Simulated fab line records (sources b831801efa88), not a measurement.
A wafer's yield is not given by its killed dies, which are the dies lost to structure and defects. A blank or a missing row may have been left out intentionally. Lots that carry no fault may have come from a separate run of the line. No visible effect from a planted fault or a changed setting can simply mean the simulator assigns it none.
Which tool did it? :: flow sky130 :: 12 lots with 36 wafers sampled at 2 steps, on a route of 708 steps

## WHAT EACH GAUGE READ, for each wafer
SKY_METAL3_OVL_MEAS_14. Usual: for METAL3_OVL the level is -2 nm and the standard deviation is 5.3.
lot: L303
measured: day 38 13:45
on: overlay-01
METAL3_OVL (nm): 5 -6 -11
flag: 

lot: L304
measured: day 39 03:19
on: overlay-01
METAL3_OVL (nm): -7 -8 -8
flag: 

lot: L305
measured: day 39 05:21
on: overlay-02
METAL3_OVL (nm): -10 -1 -8
flag: 

lot: L308
measured: day 40 09:16
on: overlay-01
METAL3_OVL (nm): -2 0 -2
flag: 

lot: L309
measured: day 40 10:12
on: overlay-02
METAL3_OVL (nm): -3 -6 -1
flag: 

lot: L311
measured: day 41 19:01
on: overlay-01
METAL3_OVL (nm): 3 -6 -3
flag: 

lot: L310
measured: day 41 20:45
on: overlay-01
METAL3_OVL (nm): -4 -7 0
flag: 

lot: L313
measured: day 41 21:22
on: overlay-02
METAL3_OVL (nm): 10 -2 5
flag: 

lot: L312
measured: day 41 21:24
on: overlay-01
METAL3_OVL (nm): 2 10 1
flag: 

lot: L315
measured: day 42 07:15
on: overlay-01
METAL3_OVL (nm): -4 -2 -7
flag: 

lot: L320
measured: day 43 11:25
on: overlay-01
METAL3_OVL (nm): 2 2 5
flag: 

lot: L321
measured: day 43 18:56
on: overlay-01
METAL3_OVL (nm): -5 1 -10
flag: 

## EACH LOT AND THE TOOL THAT RAN IT (in order: tool; ch and the chambers of the sampled wafers; start)
lot: L303
SKY_CAPM_STRIP_14: plasmaAsher-04 ch 0,1, day 37 11:47

lot: L304
SKY_CAPM_STRIP_14: plasmaAsher-01 ch 0,1, day 38 01:38

lot: L305
SKY_CAPM_STRIP_14: plasmaAsher-04 ch 0,1, day 38 03:23

lot: L308
SKY_CAPM_STRIP_14: plasmaAsher-02 ch 0,1, day 39 07:38

lot: L309
SKY_CAPM_STRIP_14: plasmaAsher-04 ch 0,1, day 39 09:02

lot: L311
SKY_CAPM_STRIP_14: plasmaAsher-04 ch 0,1, day 40 18:23

lot: L310
SKY_CAPM_STRIP_14: plasmaAsher-02 ch 0,1, day 40 19:41

lot: L313
SKY_CAPM_STRIP_14: plasmaAsher-01 ch 0,1, day 40 20:23

lot: L312
SKY_CAPM_STRIP_14: plasmaAsher-02 ch 0,1, day 40 20:41

lot: L315
SKY_CAPM_STRIP_14: plasmaAsher-04 ch 0,1, day 41 06:32

lot: L320
SKY_CAPM_STRIP_14: plasmaAsher-02 ch 0,1, day 42 11:53

lot: L321
SKY_CAPM_STRIP_14: plasmaAsher-01 ch 0,1, day 42 19:41
- SKY_CAPM_STRIP_14: strips in O2/N2.

## AS READ BY THE TOOLS THEMSELVES (means over the sampled wafers that have a number; for cases with no such wafer, the mark the record gives instead)
SKY_CAPM_STRIP_14. Usual: drypumpMotorCurrentA 5.7 A, standard deviation 0.71; o2FlowSccm 3001 sccm, standard deviation 8.2; oesProductAu 0.711 a.u., standard deviation 0.0044; stripTimeToEndpointS 12.63 s, standard deviation 0.051.
lot: L303
tool: plasmaAsher-04
drypumpMotorCurrentA (A): 5.3
o2FlowSccm (sccm): 3005
oesProductAu (a.u.): 0.708
stripTimeToEndpointS (s): 12.56
flag: 

lot: L304
tool: plasmaAsher-01
drypumpMotorCurrentA (A): 5.9
o2FlowSccm (sccm): 2995
oesProductAu (a.u.): 0.710
stripTimeToEndpointS (s): 12.57
flag: 

lot: L305
tool: plasmaAsher-04
drypumpMotorCurrentA (A): 5.3
o2FlowSccm (sccm): 3000
oesProductAu (a.u.): 0.709
stripTimeToEndpointS (s): 12.64
flag: 

lot: L308
tool: plasmaAsher-02
drypumpMotorCurrentA (A): 5.6
o2FlowSccm (sccm): 3001
oesProductAu (a.u.): 0.713
stripTimeToEndpointS (s): 12.61
flag: 

lot: L309
tool: plasmaAsher-04
drypumpMotorCurrentA (A): 5.9
o2FlowSccm (sccm): 2992
oesProductAu (a.u.): 0.711
stripTimeToEndpointS (s): 12.54
flag: 

lot: L311
tool: plasmaAsher-04
drypumpMotorCurrentA (A): 5.9
o2FlowSccm (sccm): 2996
oesProductAu (a.u.): 0.710
stripTimeToEndpointS (s): 12.64
flag: 

lot: L310
tool: plasmaAsher-02
drypumpMotorCurrentA (A): 5.5
o2FlowSccm (sccm): 3002
oesProductAu (a.u.): 0.713
stripTimeToEndpointS (s): 12.63
flag: 

lot: L313
tool: plasmaAsher-01
drypumpMotorCurrentA (A): 5.7
o2FlowSccm (sccm): 2992
oesProductAu (a.u.): 0.710
stripTimeToEndpointS (s): 12.66
flag: 

lot: L312
tool: plasmaAsher-02
drypumpMotorCurrentA (A): 5.5
o2FlowSccm (sccm): 2999
oesProductAu (a.u.): 0.713
stripTimeToEndpointS (s): 12.63
flag: 

lot: L315
tool: plasmaAsher-04
drypumpMotorCurrentA (A): 5.3
o2FlowSccm (sccm): 2995
oesProductAu (a.u.): 0.713
stripTimeToEndpointS (s): 12.63
flag: 

lot: L320
tool: plasmaAsher-02
drypumpMotorCurrentA (A): 5.5
o2FlowSccm (sccm): 3003
oesProductAu (a.u.): 0.713
stripTimeToEndpointS (s): 12.69
flag: 

lot: L321
tool: plasmaAsher-01
drypumpMotorCurrentA (A): 5.9
o2FlowSccm (sccm): 3006
oesProductAu (a.u.): 0.703
stripTimeToEndpointS (s): 12.60
flag: 

## THE ANSWER, worked out from the rows above alone
Rule: a lot counts as off when the mean over its wafers that have a number is more than 3 standard deviations away from the usual mean. A lot without any number at a reading at which 4 lots or more have one is off too. The other lots that the step has rows for count as sound. First the gauges in route order, then the tools' own readings, where a lot's mean is used as printed above. At the first step where some lot is off, the reading lying furthest off is the one used; lots without a number count as furthest.
No lot is off on any of the readings shown, so nothing can be concluded from this.

## WHAT THE SIMULATOR HAD PUT IN
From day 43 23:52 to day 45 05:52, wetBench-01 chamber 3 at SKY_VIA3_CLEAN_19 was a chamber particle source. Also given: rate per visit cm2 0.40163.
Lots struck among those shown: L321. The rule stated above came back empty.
